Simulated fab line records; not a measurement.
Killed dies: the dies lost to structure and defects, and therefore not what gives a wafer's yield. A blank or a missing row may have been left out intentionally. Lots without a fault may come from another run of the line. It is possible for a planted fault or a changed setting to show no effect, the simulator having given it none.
fab line records	flow sky130
record: lots: 7	wafers: 21	last-day: 50
route steps=708 shown RES_XHIGH@339 SD_N@342 SD_P@359 PAD_OPEN@708
lots that met no fault: from a run of the same line without faults
start-h: start of the lot's first displayed wafer, in hours after the record's first day	wait-h: hours elapsed since this lot's preceding step	" identical to the entry in the row above	L1.1+2: one row covering several wafers at once	- no value, or no start given	* or withheld: withheld	< > ~ a bound
route shown NAME@n: a module of which the file shows steps, and the number in the route of the first	usual: average and standard deviation across the fault-free wafers	same: alike in all rows	chamber/n: place in a boat	sites: the reading at each site	_std_site: standard deviation across them	_edge_site: the outer-site mean with the inner-site mean subtracted	radius-mm: how far each site lies from the wafer's centre	mask NAME#n: copy n	behind: tool/chamber where the wafer was last shaped	hold: why the lot went on hold/how many hours it stayed there/how the hold came to an end	device: names the non-switching transistor (n, p or np)	end of line: the route-end tests of the same wafers	a step given without rows: its recipe and nothing more	killed: at the first sort, the dies lost to defects and structure; wafer yield is something else	map: the dies of a wafer, with x for killed, . for not killed, _ for no die there
set.NAME: the setting that was run; set.NAME@STEP: the one run at that earlier step	model.NAME: the simulator's own value behind a step, which no gauge read
lots at selected steps of the route; one table per step, one row per wafer
services: from which hour (start-h, from the record's first day; less than 0 if before it) a tool's chamber was out of use, for how many hours, and why
== steps ==
step: SKY_RES_XHIGH_IMPLANT_07
recipe: species: BF2	energy-kev: 20	dose-cm2: 3.6e+14	tilt-deg: 0
step: SKY_RES_XHIGH_STRIP_08
recipe: chemistry: O2/N2	power-w: 1400	pressure-mtorr: 1500	platen-temp-c: withheld	o2-flow-sccm: 3000	n2-flow-sccm: 300	overash-fraction: 0.5
usual: drypump-motor-current-A: 6.1/0.53	oes-product-au: 0.711/0.0046	strip-time-to-endpoint-s: 14.28/0.051
lot.wafer	tool	chamber	start-h	wait-h	drypump-motor-current-A	oes-product-au	rf-hours-counter-h	strip-time-to-endpoint-s
L106.1	plasma-asher-04	1	648.54	0.1	6.5	0.714	86	14.36
L106.4	"	1	"	"	6.5	0.705	-	14.31
L106.6	"	0	"	"	5.7	0.713	-	14.30
L112.4	plasma-asher-03	1	678.53	0.1	5.3	0.714	-	14.38
L112.5	"	1	"	"	5.3	0.707	-	14.32
L112.6	"	0	"	"	5.8	0.704	-	14.38
L119.3	plasma-asher-02	1	718.43	0.1	6.8	0.713	-	14.29
L119.4	"	0	"	"	6.1	0.713	-	14.26
L119.6	"	1	"	"	6.8	0.717	-	14.30
L121.1	plasma-asher-02	1	733.15	0.1	6.8	0.708	30	14.26
L121.2	"	0	"	"	6.1	0.714	30	14.24
L121.4	"	0	"	"	6.1	0.717	-	14.19
L122.3	plasma-asher-02	0	751.68	0.1	6.1	0.712	-	14.33
L122.4	"	1	"	"	6.9	0.713	-	14.27
L122.5	"	0	"	"	6.0	0.704	-	14.29
L125.2	plasma-asher-03	1	770.50	0.1	5.3	0.709	69	14.24
L125.3	"	0	"	"	5.8	0.713	-	14.26
L125.5	"	1	"	"	5.3	0.717	-	14.21
L129.1	plasma-asher-02	0	798.90	0.1	6.1	0.707	37	14.28
L129.2	"	1	"	"	6.8	0.710	37	14.25
L129.4	"	0	"	"	6.1	0.717	-	14.30
step: SKY_RES_XHIGH_TW_MEAS_09
usual: RES_XHIGH_TW: 1639/20
lot.wafer	tool	chamber	start-h	wait-h	RES_XHIGH_TW
L106.1	film-metro-04	-	648.64	0.1	1634
L106.4	"	-	"	"	1634
L106.6	"	-	"	"	1641
L112.4	film-metro-04	-	678.62	0.1	1641
L112.5	"	-	"	"	1631
L112.6	"	-	"	"	1632
L119.3	film-metro-01	-	718.52	0.1	1670
L119.4	"	-	"	"	1666
L119.6	"	-	"	"	1674
L121.1	film-metro-04	-	733.25	0.1	1630
L121.2	"	-	"	"	1623
L121.4	"	-	"	"	1626
L122.3	film-metro-04	-	751.77	0.1	1653
L122.4	"	-	"	"	1653
L122.5	"	-	"	"	1647
L125.2	film-metro-04	-	770.61	0.1	1636
L125.3	"	-	"	"	1642
L125.5	"	-	"	"	1637
L129.1	film-metro-04	-	799.00	0.1	1653
L129.2	"	-	"	"	1644
L129.4	"	-	"	"	1645
step: SKY_SD_N_DEHYDRATE_00
recipe: temp-c: 200	time-s: 60
step: SKY_SD_N_HMDS_01
recipe: prime-time-s: 60	prime-temp-c: 120
step: SKY_SD_N_COAT_02
recipe: resist: NOVOLAK	spin-rpm: 3000	resist-thk-nm: 1140
step: SKY_SD_N_SOFTBAKE_03
recipe: temp-c: 90	time-s: 60	resist: NOVOLAK
step: SKY_SD_N_EXPOSE_04
recipe: mask-id: NSDM	na: 0.6	source-shape: conventional	sigma-outer: 0.6	polarization: unpolarized	target-cd-nm: 380	dose-mj: 141
step: SKY_SD_N_PEB_05
recipe: temp-c: withheld	time-s: *	resist: NOVOLAK
step: SKY_SD_N_DEVELOP_06
recipe: resist: NOVOLAK	developer: TMAH	develop-time-s: 60	dev-temp-c: 23
step: SKY_SD_N_CD_MEAS_07
recipe: target-cd-nm: 380
usual: cd-nm: 380.5/2.1
lot.wafer	tool	chamber	start-h	wait-h	cd-nm
L106.1	cd-sem-01	-	676.74	0.1	381.7
L106.4	"	-	"	"	382.6
L106.6	"	-	"	"	381.1
L112.4	cd-sem-02	-	706.25	0.1	379.8
L112.5	"	-	"	"	381.6
L112.6	"	-	"	"	379.5
L119.3	cd-sem-02	-	745.59	0.1	377.6
L119.4	"	-	"	"	381.3
L119.6	"	-	"	"	378.8
L121.1	cd-sem-01	-	759.59	0.1	376.9
L121.2	"	-	"	"	376.7
L121.4	"	-	"	"	375.3
L122.3	cd-sem-01	-	778.03	0.1	380.1
L122.4	"	-	"	"	381.9
L122.5	"	-	"	"	377.8
L125.2	cd-sem-02	-	797.27	0.1	382.0
L125.3	"	-	"	"	381.0
L125.5	"	-	"	"	382.5
L129.1	cd-sem-02	-	824.55	0.1	381.6
L129.2	"	-	"	"	382.7
L129.4	"	-	"	"	382.9
step: SKY_SD_N_OVL_MEAS_08
usual: SD_N_OVL: -0.4/1.5
lot.wafer	tool	chamber	start-h	wait-h	SD_N_OVL[nm]
L106.1	overlay-02	-	676.86	0.1	-0.5
L106.4	"	-	"	"	0.1
L106.6	"	-	"	"	0.5
L112.4	overlay-01	-	706.33	0.1	1.2
L112.5	"	-	"	"	0.3
L112.6	"	-	"	"	1.6
L119.3	overlay-01	-	745.68	0.1	0.7
L119.4	"	-	"	"	-0.4
L119.6	"	-	"	"	-1.6
L121.1	overlay-02	-	759.71	0.1	2.2
L121.2	"	-	"	"	0.8
L121.4	"	-	"	"	0.6
L122.3	overlay-01	-	778.12	0.1	-0.4
L122.4	"	-	"	"	-0.8
L122.5	"	-	"	"	-4.2
L125.2	overlay-01	-	797.37	0.1	-3.8
L125.3	"	-	"	"	-2.5
L125.5	"	-	"	"	-3.4
L129.1	overlay-01	-	824.67	0.1	-0.8
L129.2	"	-	"	"	-0.4
L129.4	"	-	"	"	0.3
step: SKY_SD_N_IMPLANT_09
recipe: species: As	energy-kev: 50	dose-cm2: 4e+15	tilt-deg: 0
usual: beam-on-s: 18.6/0.64	dose-ions-cm2: 4.001e+15/4.5e+12	end-station-pressure-torr: 1.29e-05/7.2e-07	faraday-current-uA: 11769/390
lot.wafer	tool	chamber	start-h	wait-h	beam-on-s	dose-ions-cm2	end-station-pressure-torr	faraday-current-uA
L106.1	implanter-04	0	676.90	0.0	18.7	4.009e+15	1.18e-05	11721
L106.4	"	0	"	"	19.4	4.004e+15	1.3e-05	11349
L106.6	"	0	"	"	18.9	4.01e+15	1.31e-05	11628
L112.4	implanter-03	0	706.42	0.1	18.6	3.996e+15	1.2e-05	11771
L112.5	"	0	"	"	17.8	4.001e+15	1.34e-05	12325
L112.6	"	0	"	"	17.9	3.998e+15	1.21e-05	12230
L119.3	implanter-03	0	745.75	0.1	9.8	1.092e+15	9.7e-06	6172
L119.4	"	0	"	"	10.3	1.099e+15	9.8e-06	5867
L119.6	"	0	"	"	10.2	1.089e+15	9.6e-06	5931
L121.1	implanter-03	0	759.75	0.0	10.2	1.096e+15	9.7e-06	5970
L121.2	"	0	"	"	9.9	1.097e+15	9.5e-06	6142
L121.4	"	0	"	"	10.0	1.096e+15	1.08e-05	6044
L122.3	implanter-03	0	778.20	0.1	9.9	1.095e+15	9.5e-06	6147
L122.4	"	0	"	"	10.0	1.095e+15	9.7e-06	6007
L122.5	"	0	"	"	9.9	1.095e+15	1.03e-05	6132
L125.2	implanter-04	0	797.43	0.0	19.3	3.991e+15	1.18e-05	11306
L125.3	"	0	"	"	19.4	4e+15	1.25e-05	11247
L125.5	"	0	"	"	19.7	4.007e+15	1.3e-05	11148
L129.1	implanter-02	0	824.70	0.0	18.4	3.993e+15	1.35e-05	11957
L129.2	"	0	"	"	18.5	3.994e+15	1.28e-05	11881
L129.4	"	0	"	"	18.1	3.995e+15	1.22e-05	12096
step: SKY_SD_N_IMPLANT_10
recipe: species: P	energy-kev: 20	dose-cm2: 1e+14	tilt-deg: 0
step: SKY_SD_N_STRIP_11
recipe: chemistry: O2/N2	power-w: 1400	pressure-mtorr: 1500	platen-temp-c: withheld	o2-flow-sccm: 3000	n2-flow-sccm: 300	overash-fraction: 0.5
usual: drypump-motor-current-A: 5.9/0.42	oes-product-au: 0.527/0.0043	strip-time-to-endpoint-s: 22.55/0.037
lot.wafer	tool	chamber	start-h	wait-h	drypump-motor-current-A	oes-product-au	rf-hours-counter-h	strip-time-to-endpoint-s
L106.1	plasma-asher-01	0	677.20	0.1	6.2	0.533	102	22.53
L106.4	"	1	"	"	5.6	0.533	-	22.51
L106.6	"	1	"	"	5.5	0.519	-	22.53
L112.4	plasma-asher-01	0	706.68	0.1	6.2	0.530	-	22.55
L112.5	"	0	"	"	6.1	0.527	-	22.51
L112.6	"	1	"	"	5.6	0.531	-	22.55
L119.3	plasma-asher-04	0	746.03	0.1	5.7	0.596	-	18.13
L119.4	"	1	"	"	6.6	0.598	-	18.19
L119.6	"	0	"	"	5.7	0.596	-	18.16
L121.1	plasma-asher-04	1	760.05	0.1	6.6	0.592	97	18.24
L121.2	"	0	"	"	5.7	0.592	97	18.36
L121.4	"	0	"	"	5.7	0.593	-	18.31
L122.3	plasma-asher-01	1	778.48	0.1	5.6	0.595	-	18.11
L122.4	"	0	"	"	6.1	0.604	-	18.12
L122.5	"	0	"	"	6.1	0.600	-	18.19
L125.2	plasma-asher-01	1	797.70	0.1	5.6	0.526	4	22.49
L125.3	"	0	"	"	6.1	0.526	-	22.50
L125.5	"	0	"	"	6.1	0.533	-	22.53
L129.1	plasma-asher-01	0	825.00	0.1	6.1	0.519	7	22.52
L129.2	"	1	"	"	5.6	0.530	7	22.58
L129.4	"	0	"	"	6.1	0.529	-	22.53
step: SKY_SD_N_TW_MEAS_12
usual: SD_N_TW: 3969/61
lot.wafer	tool	chamber	start-h	wait-h	SD_N_TW
L106.1	film-metro-03	-	677.30	0.1	3908
L106.4	"	-	"	"	3907
L106.6	"	-	"	"	3898
L112.4	film-metro-01	-	706.78	0.1	4033
L112.5	"	-	"	"	4035
L112.6	"	-	"	"	4027
L119.3	film-metro-03	-	746.12	0.1	3643
L119.4	"	-	"	"	3667
L119.6	"	-	"	"	3673
L121.1	film-metro-03	-	760.15	0.1	3675
L121.2	"	-	"	"	3667
L121.4	"	-	"	"	3686
L122.3	film-metro-03	-	778.57	0.1	3669
L122.4	"	-	"	"	3671
L122.5	"	-	"	"	3669
L125.2	film-metro-04	-	797.81	0.1	4014
L125.3	"	-	"	"	3984
L125.5	"	-	"	"	4048
L129.1	film-metro-01	-	825.10	0.1	4045
L129.2	"	-	"	"	4035
L129.4	"	-	"	"	4032
step: SKY_SD_N_CLEAN_13
recipe: chemistry: SC1/SC2	mix: 1:4:20	temp-c: 70	time-s: 150	dry: n2-spin
step: SKY_SD_N_RTA_14
recipe: temp-c: 1075	time-s: 2	idle-temp-c: 650	ramp-up-c-per-s: 150	ramp-down-c-per-s: 90	ambient: N2
usual: chamber-o2-ppm: 2.000/0.024	lamp-power-pct: 15.73/0.051	wafer_temp_C_max: 1078.0/1.3
lot.wafer	tool	chamber	start-h	wait-h	chamber-o2-ppm	lamp-power-pct	wafer_temp_C_max
L106.1	rtp-anneal-02	0	677.41	0.0	2.001	15.61	1077.6
L106.4	"	0	"	"	1.985	15.77	1078.9
L106.6	"	0	"	"	1.989	15.71	1076.6
L112.4	rtp-anneal-01	0	706.89	0.0	1.998	15.79	1078.9
L112.5	"	0	"	"	2.022	15.78	1078.4
L112.6	"	0	"	"	2.016	15.78	1077.7
L119.3	rtp-anneal-02	0	746.23	0.0	1.977	15.78	1076.2
L119.4	"	0	"	"	1.971	15.76	1077.3
L119.6	"	0	"	"	1.995	15.71	1080.8
L121.1	rtp-anneal-02	0	760.27	0.0	1.991	15.74	1079.3
L121.2	"	0	"	"	1.990	15.69	1077.2
L121.4	"	0	"	"	2.013	15.69	1076.3
L122.3	rtp-anneal-01	0	778.68	0.0	2.018	15.66	1077.5
L122.4	"	0	"	"	2.033	15.74	1078.9
L122.5	"	0	"	"	2.011	15.67	1078.2
L125.2	rtp-anneal-02	0	797.93	0.0	1.976	15.76	1076.0
L125.3	"	0	"	"	2.050	15.69	1077.3
L125.5	"	0	"	"	2.000	15.68	1081.2
L129.1	rtp-anneal-02	0	825.21	0.0	1.982	15.70	1077.2
L129.2	"	0	"	"	2.015	15.71	1078.5
L129.4	"	0	"	"	1.953	15.82	1076.9
step: SKY_SD_N_RS_MEAS_16
recipe: thk-meas-gauge: four-point-probe
usual: SD_N_RS: 68.56/0.12
lot.wafer	tool	chamber	start-h	wait-h	SD_N_RS[ohm/sq]
L106.1	film-metro-04	-	677.59	0.1	68.74
L106.4	"	-	"	"	68.44
L106.6	"	-	"	"	68.54
L112.4	film-metro-03	-	707.10	0.1	68.72
L112.5	"	-	"	"	68.87
L112.6	"	-	"	"	68.64
L119.3	film-metro-04	-	746.42	0.1	104.18
L119.4	"	-	"	"	103.47
L119.6	"	-	"	"	103.78
L121.1	film-metro-03	-	760.44	0.1	101.93
L121.2	"	-	"	"	100.73
L121.4	"	-	"	"	101.44
L122.3	film-metro-01	-	778.87	0.1	103.92
L122.4	"	-	"	"	104.34
L122.5	"	-	"	"	102.60
L125.2	film-metro-03	-	798.16	0.1	68.44
L125.3	"	-	"	"	68.60
L125.5	"	-	"	"	68.65
L129.1	film-metro-01	-	825.39	0.1	68.45
L129.2	"	-	"	"	68.47
L129.4	"	-	"	"	68.47
step: SKY_SD_N_RS_MEAS_17
recipe: thk-meas-gauge: four-point-probe
usual: SD_P_RS: 147.1/0.36
lot.wafer	tool	chamber	start-h	wait-h	SD_P_RS[ohm/sq]
L106.1	film-metro-04	-	677.71	0.1	146.9
L106.4	"	-	"	"	146.6
L106.6	"	-	"	"	147.1
L112.4	film-metro-03	-	707.22	0.1	147.5
L112.5	"	-	"	"	147.5
L112.6	"	-	"	"	147.1
L119.3	film-metro-04	-	746.54	0.1	147.6
L119.4	"	-	"	"	146.9
L119.6	"	-	"	"	146.9
L121.1	film-metro-03	-	760.56	0.1	147.3
L121.2	"	-	"	"	146.9
L121.4	"	-	"	"	147.3
L122.3	film-metro-01	-	778.99	0.1	146.8
L122.4	"	-	"	"	146.7
L122.5	"	-	"	"	146.6
L125.2	film-metro-03	-	798.28	0.1	147.1
L125.3	"	-	"	"	147.5
L125.5	"	-	"	"	147.4
L129.1	film-metro-01	-	825.51	0.1	147.1
L129.2	"	-	"	"	147.4
L129.4	"	-	"	"	147.2
step: SKY_PAD_OPEN_PROBE_99
usual: killed_at_M0_to_M3: 44/7.4	killed_at_M4_up: 3.0/1.6	killed-at-contacts: 24/5	killed-at-front-end: 15/4.6	killed-at-other: 0.4/0.65	killed-dies: 86/9.6	killed-open: 48/7.4	killed-short: 38/6.9
same: gross-dies: 492	killed-at-back-side: 0
lot.wafer	tool	chamber	start-h	wait-h	killed_at_M0_to_M3	killed_at_M4_up	killed-at-contacts	killed-at-front-end	killed-at-other	killed-dies	killed-open	killed-short	model.etest.res-ndiff.line-ohm-um	model.etest.nfet-g5v0d10v5.r-on-ohm-um	model.etest.sonos-uncharged.r-on-ohm-um	model.etest.licon-ndiff.rc-ohm	model.etest.nfet_01v8.r-on-ohm-um	model.etest.res-ndiff-hv.rs-ohm-sq	model.etest.res-ndiff.rs-ohm-sq	model.etest.nfet_01v8_lvt.drive-ua-um
L106.1	prober-02	-	1093.15	0.1	38	5	29	14	0	86	47	39	743	1881	797.5	176.1	820.2	112.9	118.4	579
L106.4	prober-02	-	1093.30	0.2	50	2	24	19	0	95	53	41	738.1	1889	804	187.3	830	112.6	119.2	576
L106.6	prober-02	-	1093.40	0.2	44	0	26	15	0	85	43	42	747.8	1886	811.3	182.3	825.5	112	118.8	579.8
L112.4	prober-01	-	1116.76	0.2	30	1	26	8	2	67	43	24	780.9	1843	799.5	183.3	825.9	116.1	123	575.1
L112.5	prober-01	-	1116.81	0.2	35	2	32	18	0	87	53	34	769	1825	801.1	181.1	816.3	116.2	122.4	574
L112.6	prober-01	-	1116.86	0.2	35	2	28	18	0	83	53	30	780.1	1865	790.6	179.8	812.6	115.6	123.5	586.8
L119.3	prober-02	-	1146.37	0.2	48	5	25	15	0	93	57	36	1059	2097	971.4	298.6	932	164.8	169	528.7
L119.4	prober-02	-	1146.42	0.2	36	5	24	18	0	83	47	36	1060	2090	962.6	293.2	937.2	164.3	167.9	521.3
L119.6	prober-02	-	1146.52	0.2	34	2	25	16	1	78	44	34	1050	2083	969.5	296.8	916.3	164.7	168	537.9
L122.3	prober-01	-	1168.16	0.2	48	3	25	9	0	85	49	36	1052	2099	1006	298.6	933.9	160.6	163.1	532.8
L122.4	prober-01	-	1168.21	0.2	47	1	36	5	0	89	52	36	1048	2093	1002	311.2	926.8	160.1	163.5	537.4
L122.5	prober-01	-	1168.26	0.2	52	3	29	9	1	94	49	42	1051	2069	1010	303.4	921.1	159	162.9	534.8
L125.2	prober-02	-	1186.65	0.1	33	1	23	18	0	75	38	37	746.7	1904	811	183.4	836.6	114	120.7	574
L125.3	prober-02	-	1186.70	0.2	36	2	23	10	3	74	38	34	759.9	1882	806.4	180.3	844.6	114.2	119.2	570.1
L125.5	prober-02	-	1186.80	0.2	43	4	22	12	0	81	36	45	748.4	1890	796.8	187.2	836.5	114.3	118.9	580.9
L129.1	prober-02	-	1196.12	0.1	51	3	22	18	0	94	46	45	757.8	1859	814.4	182.9	826.1	112.4	119.1	593
L129.2	prober-02	-	1196.17	0.1	34	2	31	15	1	83	39	44	756.1	1892	826.7	183	838.2	113	119.5	583.7
L129.4	prober-02	-	1196.27	0.2	33	3	26	10	0	72	35	35	762.4	1882	827.9	185.5	844.7	111.9	118.8	575.5
killed by level:class
L106.1 CONTACT:geometric-particle:open=12 VIA1:geometric-particle:open=10 FIELD_ISO:geometric-particle:short=8 LI_CONTACT:geometric-particle:open=6 VIA3:geometric-particle:open=6 VIA1:geometric-particle:short=6 CONTACT:geometric-particle:short=5 VIA2:geometric-particle:open=5
L106.4 CONTACT:geometric-particle:open=12 VIA2:geometric-particle:open=10 VIA3:geometric-particle:open=10 VIA1:geometric-particle:open=8 METAL1:geometric-particle:short=6 POLY_GATE:geometric-particle:open=5 CONTACT:geometric-particle:short=5 POLY_GATE:geometric-particle:short=4
L106.6 CONTACT:geometric-particle:open=12 VIA3:geometric-particle:open=9 METAL1:geometric-particle:short=8 VIA1:geometric-particle:short=6 POLY_GATE:geometric-particle:short=5 LI_CONTACT:geometric-particle:open=5 CONTACT:geometric-particle:short=5 VIA1:geometric-particle:open=5
L112.4 CONTACT:geometric-particle:open=10 LI_CONTACT:geometric-particle:open=8 VIA1:geometric-particle:open=8 VIA2:geometric-particle:open=6 LI_CONTACT:geometric-particle:short=5 VIA3:geometric-particle:open=4 FIELD_ISO:geometric-particle:short=3 CONTACT:geometric-particle:short=3
L112.5 CONTACT:geometric-particle:open=17 VIA1:geometric-particle:open=9 METAL2:geometric-particle:short=9 LI_CONTACT:geometric-particle:open=8 VIA2:geometric-particle:open=7 FIELD_ISO:geometric-particle:short=5 FIELD_ISO:geometric-particle:open=4 CONTACT:geometric-particle:short=3
L112.6 CONTACT:geometric-particle:open=14 VIA3:geometric-particle:open=9 FIELD_ISO:geometric-particle:open=6 LI_CONTACT:geometric-particle:open=6 VIA1:geometric-particle:open=6 VIA2:geometric-particle:open=5 POLY_GATE:geometric-particle:open=4 METAL1:geometric-particle:short=4
L119.3 VIA1:geometric-particle:open=13 CONTACT:geometric-particle:open=11 VIA3:geometric-particle:open=9 VIA2:geometric-particle:open=8 METAL1:geometric-particle:short=5 CONTACT:geometric-particle:short=5 FIELD_ISO:geometric-particle:open=4 FIELD_ISO:geometric-particle:short=3
L119.4 VIA1:geometric-particle:open=10 CONTACT:geometric-particle:open=8 LI_CONTACT:geometric-particle:open=6 VIA2:geometric-particle:short=6 LI_CONTACT:geometric-particle:short=5 SONOS_ONO:geometric-particle:open=4 CONTACT:geometric-particle:short=4 VIA2:geometric-particle:open=4
L119.6 VIA1:geometric-particle:open=11 CONTACT:geometric-particle:open=8 FIELD_ISO:geometric-particle:short=6 LI_CONTACT:geometric-particle:open=5 VIA3:geometric-particle:open=5 POLY_GATE:geometric-particle:open=4 LI_CONTACT:geometric-particle:short=4 LOCAL_INTERCONNECT:geometric-particle:short=4
L122.3 VIA2:geometric-particle:open=10 VIA1:geometric-particle:open=9 CONTACT:geometric-particle:open=8 LI_CONTACT:geometric-particle:open=7 VIA3:geometric-particle:open=6 METAL2:geometric-particle:short=5 VIA1:geometric-particle:short=4 VIA3:geometric-particle:short=4
L122.4 VIA1:geometric-particle:open=16 CONTACT:geometric-particle:open=14 LI_CONTACT:geometric-particle:open=8 METAL1:geometric-particle:short=7 VIA1:geometric-particle:short=6 CONTACT:geometric-particle:short=5 VIA2:geometric-particle:open=5 VIA3:geometric-particle:open=5
L122.5 VIA3:geometric-particle:open=10 CONTACT:geometric-particle:open=10 LI_CONTACT:geometric-particle:open=7 VIA1:geometric-particle:open=7 LOCAL_INTERCONNECT:geometric-particle:short=6 VIA2:geometric-particle:open=6 METAL1:geometric-particle:short=5 VIA1:geometric-particle:short=5
L125.2 POLY_GATE:geometric-particle:open=6 METAL1:geometric-particle:short=6 LI_CONTACT:geometric-particle:short=5 VIA2:geometric-particle:open=5 LOCAL_INTERCONNECT:geometric-particle:short=5 CONTACT:geometric-particle:open=5 FIELD_ISO:geometric-particle:short=4 VIA3:geometric-particle:open=4
L125.3 VIA2:geometric-particle:open=9 LI_CONTACT:geometric-particle:open=8 VIA1:geometric-particle:open=6 CONTACT:geometric-particle:short=5 CONTACT:geometric-particle:open=5 VIA3:geometric-particle:short=4 FIELD_ISO:geometric-particle:short=3 LI_CONTACT:geometric-particle:short=3
L125.5 METAL1:geometric-particle:short=9 CONTACT:geometric-particle:short=7 POLY_GATE:geometric-particle:open=6 VIA1:geometric-particle:open=6 VIA1:geometric-particle:short=5 LOCAL_INTERCONNECT:geometric-particle:short=4 CONTACT:geometric-particle:open=4 METAL2:geometric-particle:short=4
L129.1 VIA1:geometric-particle:open=10 METAL2:geometric-particle:short=8 VIA3:geometric-particle:open=7 METAL1:geometric-particle:short=7 CONTACT:geometric-particle:open=6 VIA2:geometric-particle:open=5 LI_CONTACT:geometric-particle:short=5 POLY_GATE:geometric-particle:short=4
L129.2 CONTACT:geometric-particle:open=9 CONTACT:geometric-particle:short=8 VIA1:geometric-particle:open=8 METAL1:geometric-particle:short=7 LI_CONTACT:geometric-particle:open=7 LI_CONTACT:geometric-particle:short=6 METAL2:geometric-particle:short=6 VIA1:geometric-particle:short=4
L129.4 LI_CONTACT:geometric-particle:open=9 CONTACT:geometric-particle:open=7 VIA1:geometric-particle:open=7 METAL2:geometric-particle:short=5 LOCAL_INTERCONNECT:geometric-particle:short=5 VIA3:geometric-particle:open=5 POLY_GATE:geometric-particle:short=4 VIA2:geometric-particle:open=4
== services ==
tool	chamber	start-h	hours	kind
plasma-asher-04	-	641.80	4.8	repair
plasma-asher-02	-	642.93	5.8	repair
implanter-03	-	652.21	6.8	repair
plasma-asher-04	-	652.52	3.4	repair
implanter-02	-	656.15	8.4	repair
implanter-03	-	671.20	17.8	pm
rtp-anneal-02	-	671.21	3.6	pm
implanter-04	-	687.49	2.1	repair
implanter-03	-	693.22	3.3	pm
implanter-02	-	694.85	1.3	repair
implanter-03	-	697.35	4.3	repair
implanter-03	-	698.63	2.2	repair
plasma-asher-04	-	713.86	1.7	repair
plasma-asher-01	-	720.95	18.0	pm
plasma-asher-01	-	738.95	9.0	pm
plasma-asher-01	0	738.95	11.9	vent-cycle
plasma-asher-01	1	738.95	11.9	vent-cycle
plasma-asher-01	-	747.17	3.6	repair
plasma-asher-01	0	747.95	-	clean
plasma-asher-01	1	747.95	-	clean
implanter-04	-	781.71	1.6	repair
implanter-02	-	782.03	4.8	repair
plasma-asher-04	-	797.57	4.3	pm
== key ==
first-sign: step: SKY_SD_N_IMPLANT_09	reading: dose-ions-cm2	direction: down	sigmas: 99+	usual: *	struck: *
effect: step: SKY_SD_N_IMPLANT_09	reading: faraday-current-uA	direction: down	sigmas: 15	usual: 11769	struck: 6046
effect: step: SKY_SD_N_STRIP_11	reading: strip-time-to-endpoint-s	direction: down	sigmas: 99+	usual: *	struck: *
effect: step: SKY_SD_N_TW_MEAS_12	reading: SD_N_TW	direction: down	sigmas: 5	usual: 3969	struck: 3669
effect: step: SKY_SD_N_RS_MEAS_16	reading: SD_N_RS	direction: up	sigmas: 99+	usual: 68.56	struck: 102.93
model-effect: step: SKY_PAD_OPEN_PROBE_99	value: etest.res-ndiff.line-ohm-um	without: 770.6	struck: 1053
met-at SKY_SD_N_IMPLANT_09
struck-wafers L119.3,L119.4,L119.6,L121.1,L121.2,L121.4,L122.3,L122.4,L122.5
rows-end L121.1,L121.2,L121.4
tester-left-out L119,L122
onset-between 706.42 745.75
fault: kind: process-parameter-drift	tool: implanter-03	chamber: -	onset-h: 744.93	steps: SKY_SD_N_IMPLANT_09	channel: dose-cm2	offset: *	shape: step	end-h: 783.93	acts-in: *	stated: *
tester-left-out: of these lots the tester's yield and bins aren't shown, on N5 and GAA mostly nor the transistor test; their killed dies are dies lost to structure and defects alone, not to doping, threshold or leakage, so they don't give the yield
rows-end: these wafers met a further fault down the route, and their rows from its step on are left out
